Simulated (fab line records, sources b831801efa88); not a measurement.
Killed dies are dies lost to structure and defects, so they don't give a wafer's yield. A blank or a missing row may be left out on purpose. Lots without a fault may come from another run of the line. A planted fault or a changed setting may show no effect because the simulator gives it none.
fab line records | flow sky130
record lots=6 wafers=18 last_day=50
route steps=708 shown LI_CONTACT@371 PAD_OPEN@708
lots that met no fault: from a run of the same line without faults
start_h: hours from the record's first day to the start of the lot's first wafer shown | wait_h: hours since the lot's step before | " the same as in the row above | L1.1+2: a row that stands for several wafers | - no value, or no start given | * or withheld: withheld | < > ~ a bound
route shown NAME@n: a module of which the file shows steps, and the number in the route of the first | usual: mean/standard deviation of fault-free wafers | same: alike in all rows | chamber/n: place in a boat | sites: the reading at each site | _std_site: their standard deviation | _edge_site: outer sites' mean less inner sites' | radius_mm: how far each site lies from the wafer's centre | mask NAME#n: copy n | behind: the tool/chamber that last shaped the wafer | hold: why the lot was held/for how many hours/how that ended | device: the transistor (n, p or np) that didn't switch | end of line: the same wafers' tests at the end of the route | a step without rows: its recipe alone | killed: dies lost to structure and defects at the first sort, not the wafer's yield | map: a wafer's dies, x killed, . not, _ none there
set.NAME: the setting as run; set.NAME@STEP: as run at that earlier step | model.NAME: the simulator's own value behind a step, which no gauge read
lots at some steps of the route; a table a step, a row a wafer
services: from which hour (start_h, from the record's first day; less than 0 if before it) a tool's chamber was out of use, for how many hours, and why
## steps
# step SKY_LI_CONTACT_EXPOSE_09
# recipe mask_id=LICM1 na=0.8 source_shape=annular sigma_inner=0.55 sigma_outer=0.85 target_cd_nm=170 dose_mj=37.66
# step SKY_LI_CONTACT_PEB_10
# recipe peb_temp_c=withheld peb_time_s=withheld resist=KrF-thick
# step SKY_LI_CONTACT_DEVELOP_11
# recipe develop_time_s=60 resist=KrF-thick dev_temp_c=21
# step SKY_LI_CONTACT_CD_MEAS_12
# recipe target_cd_nm=170
# usual cd_nm=170.2/1.4
# columns lot.wafer tool chamber start_h wait_h cd_nm
L776.2 cd_sem-02 - 686.59 - 170.1
L776.4 " - " " 170.1
L776.6 " - " " 171.0
L783.1 cd_sem-01 - 784.18 - 167.9
L783.3 " - " " 168.4
L783.6 " - " " 170.5
L786.1 cd_sem-01 - 806.99 - 171.2
L786.2 " - " " 170.0
L786.6 " - " " 171.2
L790.3 cd_sem-01 - 821.47 - 172.6
L790.5 " - " " 172.6
L790.6 " - " " 171.8
L793.1 cd_sem-01 - 827.77 - 169.1
L793.5 " - " " 170.4
L793.6 " - " " 170.0
L792.1 cd_sem-02 - 829.82 - 168.9
L792.4 " - " " 169.9
L792.6 " - " " 170.0
# step SKY_LI_CONTACT_OVL_MEAS_13
# usual LI_CONTACT_OVL=3/5.5
# columns lot.wafer tool chamber start_h wait_h LI_CONTACT_OVL[nm]
L776.2 overlay-01 - 686.69 0.1 2
L776.4 " - " " 1
L776.6 " - " " 4
L783.1 overlay-01 - 784.30 0.1 3
L783.3 " - " " 2
L783.6 " - " " -1
L786.1 overlay-02 - 807.11 0.1 3
L786.2 " - " " 3
L786.6 " - " " -3
L790.3 overlay-02 - 821.56 0.1 5
L790.5 " - " " 0
L790.6 " - " " 3
L793.1 overlay-02 - 827.89 0.1 4
L793.5 " - " " -1
L793.6 " - " " -3
L792.1 overlay-02 - 829.94 0.1 7
L792.4 " - " " 7
L792.6 " - " " 1
# step SKY_LI_CONTACT_ETCH_14
# recipe chemistry=N2/H2 target=BARC ion_energy_ev=200 source_w=500 bias_w=100 pressure_mtorr=30 n2_flow_sccm=100 h2_flow_sccm=200 stop_on=SiO2 time_s=45.9 target_depth_a=600
# usual drypump_motor_current_A=5.7/0.41 oes_product_au=0.854/0.005 rf_fwd_power_W=494.2/2.4 throttle_valve_pct=13.224/0.0085
# columns lot.wafer tool chamber start_h wait_h drypump_motor_current_A oes_product_au rf_fwd_power_W rf_hours_counter_h throttle_valve_pct
L776.2 rie_diel-04 0 686.72 0.0 6.5 0.858 493.6 15 13.223
L776.4 " 1 " " 5.6 0.859 497.6 3 13.229
L776.6 " 3 " " 5.6 0.859 496.2 - 13.217
L783.1 rie_diel-03 2 784.34 0.0 5.8 0.860 494.0 3 13.216
L783.3 " 3 " " 5.9 0.847 493.4 7 13.227
L783.6 " 0 " " 5.2 0.855 497.9 - 13.222
L786.1 rie_diel-01 1 807.15 0.0 6.3 0.853 495.2 3 13.231
L786.2 " 0 " " 5.4 0.845 492.9 10 13.211
L786.6 " 1 " " 6.3 0.849 495.7 - 13.217
L790.3 rie_diel-04 1 821.59 0.0 5.6 0.859 494.4 6 13.229
L790.5 " 1 " " 5.6 0.852 495.4 - 13.221
L790.6 " 3 " " 5.7 0.860 497.8 - 13.236
L793.1 rie_diel-04 2 827.92 0.0 5.4 0.865 493.7 7 13.230
L793.5 " 2 " " 5.3 0.858 496.9 - 13.201
L793.6 " 1 " " 5.6 0.858 492.7 - 13.214
L792.1 rie_diel-01 1 829.97 0.0 6.3 0.848 489.7 4 13.236
L792.4 " 2 " " 5.8 0.849 496.5 12 13.223
L792.6 " 0 " " 5.4 0.857 492.2 - 13.235
# step SKY_LI_CONTACT_ETCH_15
# recipe target=PSG chemistry=C4F8/O2/Ar stop_on=Si taper_deg=4.15 mask_material=KrF-thick source_w=1500 bias_w=1200 pressure_mtorr=40 c4f8_flow_sccm=withheld O2_flow_sccm=6 Ar_flow_sccm=300 time_s=withheld target_depth_a=6000
# usual oes_product_au=0.838/0.0044 rf_fwd_power_W=1492/5.5
# columns lot.wafer tool chamber start_h wait_h oes_product_au rf_fwd_power_W
L776.2 rie_diel-04 0 686.77 0.0 0.837 1480
L776.4 " 1 " " 0.827 1494
L776.6 " 3 " " 0.841 1493
L783.1 rie_diel-03 2 784.38 0.0 0.834 1490
L783.3 " 3 " " 0.835 1494
L783.6 " 0 " " 0.841 1506
L786.1 rie_diel-01 1 807.19 0.0 0.844 1487
L786.2 " 0 " " 0.839 1499
L786.6 " 1 " " 0.838 1487
L790.3 rie_diel-04 1 821.63 0.0 0.835 1501
L790.5 " 1 " " 0.839 1500
L790.6 " 3 " " 0.847 1490
L793.1 rie_diel-04 2 827.97 0.0 0.838 1492
L793.5 " 2 " " 0.836 1496
L793.6 " 1 " " 0.837 1494
L792.1 rie_diel-01 1 830.02 0.0 0.845 1489
L792.4 " 2 " " 0.830 1495
L792.6 " 0 " " 0.835 1496
# step SKY_LI_CONTACT_STRIP_16
# recipe chemistry=O2/N2 power_w=1400 pressure_mtorr=1500 platen_temp_c=withheld o2_flow_sccm=3000 n2_flow_sccm=300 overash_fraction=0.5
# usual drypump_motor_current_A=5.6/0.43 oes_product_au=0.375/0.0044 strip_time_to_endpoint_s=3.504/0.022
# same overash_fraction=0.5
# columns lot.wafer tool chamber start_h wait_h drypump_motor_current_A oes_product_au rf_hours_counter_h strip_time_to_endpoint_s
L776.2 plasma_asher-02 1 686.85 - 5.2 0.372 86 3.533
L776.4 " 0 " " 6.1 0.373 - 3.496
L776.6 " 1 " " 5.2 0.377 - 3.507
L783.1 plasma_asher-03 0 784.46 - 5.2 0.370 35 3.531
L783.3 " 1 " " 6.2 0.376 - 3.505
L783.6 " 0 " " 5.2 0.370 - 3.513
L786.1 plasma_asher-02 0 807.28 - 6.1 0.373 97 3.486
L786.2 " 1 " " 5.2 0.377 97 3.507
L786.6 " 0 " " 6.1 0.377 - 3.460
L790.3 plasma_asher-03 1 821.75 - 6.2 0.378 - 3.495
L790.5 " 1 " " 6.2 0.376 - 3.510
L790.6 " 0 " " 5.2 0.376 - 3.492
L793.1 plasma_asher-02 1 828.05 - 5.2 0.383 99 3.545
L793.5 " 0 " " 6.1 0.370 - 3.545
L793.6 " 1 " " 5.2 0.377 - 3.518
L792.1 plasma_asher-03 0 830.10 - 5.2 0.373 39 3.472
L792.4 " 0 " " 5.2 0.385 - 3.491
L792.6 " 1 " " 6.2 0.370 - 3.493
# step SKY_LI_CONTACT_CLEAN_17
# recipe chemistry=NMP time_s=600 temp_c=60 dry=n2_spin
# step SKY_LI_CONTACT_PRE_CLEAN_18
# recipe gas=Ar time_s=5.6 bias_v=358
# step SKY_LI_CONTACT_SPUTTER_19
# recipe material=Ti target_thk_nm=20 chamber_pressure_pa=5 power_w=2500 substrate_temp_c=200 time_s=106.37
# usual throttle_valve_pct=30.1/0.94
# columns lot.wafer tool chamber start_h wait_h throttle_valve_pct
L776.2 pvd_sputter-02 - 687.18 0.0 29.1
L776.4 " - " " 30.2
L776.6 " - " " 29.0
L783.1 pvd_sputter-02 - 784.76 0.0 30.9
L783.3 " - " " 30.9
L783.6 " - " " 30.7
L786.1 pvd_sputter-03 - 807.57 0.0 31.0
L786.2 " - " " 29.0
L786.6 " - " " 28.3
L790.3 pvd_sputter-03 - 822.01 0.0 29.7
L790.5 " - " " 31.2
L790.6 " - " " 28.6
L793.1 pvd_sputter-02 - 828.35 0.0 28.9
L793.5 " - " " 30.0
L793.6 " - " " 30.7
L792.1 pvd_sputter-03 - 830.40 0.0 29.1
L792.4 " - " " 28.4
L792.6 " - " " 31.4
# step SKY_LI_CONTACT_SPUTTER_20
# recipe material=TiN target_thk_nm=20 chamber_pressure_pa=5 power_w=4000 time_s=80
# usual throttle_valve_pct=30.1/0.92
# columns lot.wafer tool chamber start_h wait_h throttle_valve_pct
L776.2 pvd_sputter-02 - 687.26 0.0 29.0
L776.4 " - " " 30.3
L776.6 " - " " 29.3
L783.1 pvd_sputter-02 - 784.84 0.0 31.1
L783.3 " - " " 31.0
L783.6 " - " " 30.9
L786.1 pvd_sputter-03 - 807.65 0.0 31.1
L786.2 " - " " 29.3
L786.6 " - " " 28.8
L790.3 pvd_sputter-03 - 822.09 0.0 29.8
L790.5 " - " " 31.2
L790.6 " - " " 28.6
L793.1 pvd_sputter-02 - 828.42 0.0 29.0
L793.5 " - " " 30.1
L793.6 " - " " 30.9
L792.1 pvd_sputter-03 - 830.47 0.0 29.1
L792.4 " - " " 28.6
L792.6 " - " " 31.2
# step SKY_LI_CONTACT_CVD_21
# recipe material=W target_thk_nm=400 time_s=120.56 temp_c=400 pressure_torr=40
# usual chamber_pressure_Torr=39.98/0.076 heater_power_w=820/97
# columns lot.wafer tool chamber start_h wait_h chamber_pressure_Torr heater_power_w
L776.2 cvd_w-01 1 687.32 0.0 40.06 954
L776.4 " 0 " " 39.89 772
L776.6 " 1 " " 39.91 983
L783.1 cvd_w-01 1 784.90 0.0 39.97 989
L783.3 " 1 " " 39.98 1010
L783.6 " 0 " " 38.77 777
L786.1 cvd_w-01 0 807.71 0.0 38.63 776
L786.2 " 1 " " 39.92 1023
L786.6 " 1 " " 39.93 954
L790.3 cvd_w-02 0 822.19 0.1 39.98 768
L790.5 " 1 " " 40.01 758
L790.6 " 0 " " 40.05 752
L793.1 cvd_w-02 0 828.48 0.0 39.85 759
L793.5 " 0 " " 39.98 765
L793.6 " 1 " " 39.95 741
L792.1 cvd_w-02 0 830.53 0.0 40.07 788
L792.4 " 1 " " 39.97 762
L792.6 " 0 " " 40.04 775
# step SKY_LI_CONTACT_RS_MEAS_22
# recipe thk_meas_gauge=four-point-probe reads=W_of_LI_CONTACT_CVD_21+TiN_of_LI_CONTACT_SPUTTER_20+Ti_of_LI_CONTACT_SPUTTER_19
# usual LI_CONTACT_W_RS=0.283/0.0038
# columns lot.wafer tool chamber start_h wait_h LI_CONTACT_W_RS[ohm/sq]
L776.2 film_metro-01 - 687.46 0.1 0.283
L776.4 " - " " 0.280
L776.6 " - " " 0.288
L783.1 film_metro-01 - 785.02 0.1 0.288
L783.3 " - " " 0.286
L783.6 " - " " 0.288
L786.1 film_metro-02 - 807.84 0.1 0.286
L786.2 " - " " 0.283
L786.6 " - " " 0.282
L790.3 film_metro-03 - 822.31 0.1 0.288
L790.5 " - " " 0.283
L790.6 " - " " 0.284
L793.1 film_metro-01 - 828.61 0.1 0.288
L793.5 " - " " 0.287
L793.6 " - " " 0.286
L792.1 film_metro-01 - 830.66 0.1 0.288
L792.4 " - " " 0.285
L792.6 " - " " 0.287
# step SKY_PAD_OPEN_PROBE_99
# usual killed_at_M0_to_M3=44/6.2 killed_at_M4_up=3.3/1.8 killed_at_contacts=25/5.8 killed_at_front_end=15/4 killed_at_other=0.3/0.49 killed_dies=88/8.8 killed_open=48/6.5 killed_short=39/6.3
# same gross_dies=492 killed_at_back_side=0
# columns lot.wafer tool chamber start_h wait_h killed_at_M0_to_M3 killed_at_M4_up killed_at_contacts killed_at_front_end killed_at_other killed_dies killed_open killed_short
L776.2 prober-02 - 1084.16 0.1 49 8 23 21 0 101 47 54
L776.4 prober-02 - 1084.26 0.2 41 3 24 20 1 89 58 31
L776.6 prober-02 - 1084.36 0.2 45 1 24 8 0 78 40 38
L783.1 prober-01 - 1157.20 0.1 35 4 28 14 0 81 44 37
L783.3 prober-01 - 1157.30 0.2 46 1 26 13 0 86 45 41
L783.6 prober-01 - 1157.45 0.2 43 3 26 20 1 93 52 41
L786.1 prober-01 - 1171.59 0.1 47 3 31 12 0 93 51 41
L786.2 prober-01 - 1171.64 0.1 51 2 22 13 1 89 47 42
L786.6 prober-01 - 1171.84 0.2 42 1 28 8 0 79 49 28
L793.1 prober-02 - 1185.92 0.1 44 4 15 15 0 78 36 42
L793.5 prober-02 - 1186.12 0.2 42 7 24 18 0 91 47 44
L793.6 prober-02 - 1186.17 0.2 37 2 24 19 0 82 45 37
# killed by level:class
L776.2 CONTACT:geometric_particle:open=11 VIA1:geometric_particle:open=9 METAL2:geometric_particle:short=8 VIA3:geometric_particle:open=8 FIELD_ISO:geometric_particle:short=7 VIA1:geometric_particle:short=6 METAL3:geometric_particle:short=6 METAL4:geometric_particle:short=5
L776.4 CONTACT:geometric_particle:open=13 VIA1:geometric_particle:open=11 FIELD_ISO:geometric_particle:open=7 LI_CONTACT:geometric_particle:open=6 VIA2:geometric_particle:short=6 VIA2:geometric_particle:open=5 VIA3:geometric_particle:open=5 POLY_GATE:geometric_particle:short=4
L776.6 VIA1:geometric_particle:open=13 LI_CONTACT:geometric_particle:open=6 METAL2:geometric_particle:short=6 LOCAL_INTERCONNECT:geometric_particle:short=6 CONTACT:geometric_particle:open=6 VIA2:geometric_particle:open=6 METAL1:geometric_particle:short=5 CONTACT:geometric_particle:short=4
L783.1 CONTACT:geometric_particle:open=13 LI_CONTACT:geometric_particle:open=8 VIA1:geometric_particle:open=7 METAL1:geometric_particle:short=6 METAL2:geometric_particle:short=5 FIELD_ISO:geometric_particle:short=4 VIA2:geometric_particle:short=4 VIA3:geometric_particle:open=4
L783.3 LI_CONTACT:geometric_particle:open=8 CONTACT:geometric_particle:short=8 VIA1:geometric_particle:open=8 VIA3:geometric_particle:open=7 VIA2:geometric_particle:open=7 CONTACT:geometric_particle:open=6 VIA1:geometric_particle:short=5 POLY_GATE:geometric_particle:open=4
L783.6 CONTACT:geometric_particle:open=10 METAL1:geometric_particle:short=8 LI_CONTACT:geometric_particle:open=7 VIA3:geometric_particle:open=7 POLY_GATE:geometric_particle:open=6 POLY_GATE:geometric_particle:short=6 VIA1:geometric_particle:open=6 VIA2:geometric_particle:open=5
L786.1 VIA1:geometric_particle:open=12 CONTACT:geometric_particle:open=11 VIA3:geometric_particle:open=9 LI_CONTACT:geometric_particle:open=8 CONTACT:geometric_particle:short=5 METAL2:geometric_particle:short=5 VIA2:geometric_particle:open=4 METAL1:geometric_particle:short=4
L786.2 VIA2:geometric_particle:open=10 VIA1:geometric_particle:open=8 VIA3:geometric_particle:open=8 METAL2:geometric_particle:short=7 FIELD_ISO:geometric_particle:short=6 CONTACT:geometric_particle:open=6 LOCAL_INTERCONNECT:geometric_particle:short=5 CONTACT:geometric_particle:short=4
L786.6 CONTACT:geometric_particle:open=9 VIA1:geometric_particle:open=9 CONTACT:geometric_particle:short=8 VIA2:geometric_particle:open=8 VIA3:geometric_particle:open=7 LI_CONTACT:geometric_particle:open=6 METAL2:geometric_particle:short=5 FIELD_ISO:geometric_particle:open=4
L793.1 VIA2:geometric_particle:open=8 VIA1:geometric_particle:open=8 METAL1:geometric_particle:short=7 METAL2:geometric_particle:short=6 VIA3:geometric_particle:open=6 FIELD_ISO:geometric_particle:short=5 CONTACT:geometric_particle:open=4 LI_CONTACT:geometric_particle:open=4
L793.5 LI_CONTACT:geometric_particle:open=10 VIA1:geometric_particle:open=9 LOCAL_INTERCONNECT:geometric_particle:short=7 VIA2:geometric_particle:open=7 METAL2:geometric_particle:short=6 METAL4:geometric_particle:short=6 CONTACT:geometric_particle:open=5 POLY_GATE:geometric_particle:short=5
L793.6 VIA1:geometric_particle:open=10 LI_CONTACT:geometric_particle:open=7 CONTACT:geometric_particle:short=7 POLY_GATE:geometric_particle:open=6 FIELD_ISO:geometric_particle:short=5 METAL2:geometric_particle:short=5 CONTACT:geometric_particle:open=5 VIA1:geometric_particle:short=5
## services
# columns tool chamber start_h hours kind
rie_diel-03 2 674.47 - clean
rie_diel-03 2 674.47 20.2 scheduled_down
rie_diel-03 2 674.47 20.2 vent_cycle
pvd_sputter-02 - 682.68 0.7 repair
rie_diel-01 3 686.60 35.5 repair
cvd_w-01 1 700.12 15.2 repair
rie_diel-03 2 701.85 4.1 repair
rie_diel-03 0 722.30 9.9 repair
cvd_w-01 - 724.68 0.9 repair
plasma_asher-02 - 730.23 6.6 repair
cvd_w-02 1 733.72 6.7 repair
pvd_sputter-03 - 733.95 5.3 repair
rie_diel-04 - 734.24 5.0 repair
rie_diel-03 0 756.00 4.4 repair
cvd_w-01 - 761.34 1.2 repair
rie_diel-04 0 766.75 5.5 repair
plasma_asher-03 - 799.73 8.2 pm
rie_diel-04 0 808.99 5.2 repair
plasma_asher-02 - 810.22 2.3 repair
rie_diel-03 1 810.45 9.2 repair
rie_diel-04 0 819.92 6.6 repair
pvd_sputter-02 - 830.20 2.3 repair
## key
first_sign step=SKY_LI_CONTACT_CVD_21 reading=chamber_pressure_Torr direction=down sigmas=17 usual=39.98 struck=38.70
effect none on later readings
met_at SKY_LI_CONTACT_CVD_21
struck_wafers L783.6,L786.1
tester_left_out L783,L786
onset_between 687.32 784.90
fault kind=process_parameter_drift tool=cvd_w-01 chamber=0 onset_h=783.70 steps=SKY_LI_CONTACT_CVD_21 channel=pressure_torr offset=-1.3074 shape=step end_h=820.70 acts_in=these_recipes_only stated=40
# tester_left_out: of these lots the tester's yield and bins aren't shown, on N5 and GAA mostly nor the transistor test; their killed dies are dies lost to structure and defects alone, not to doping, threshold or leakage, so they don't give the yield
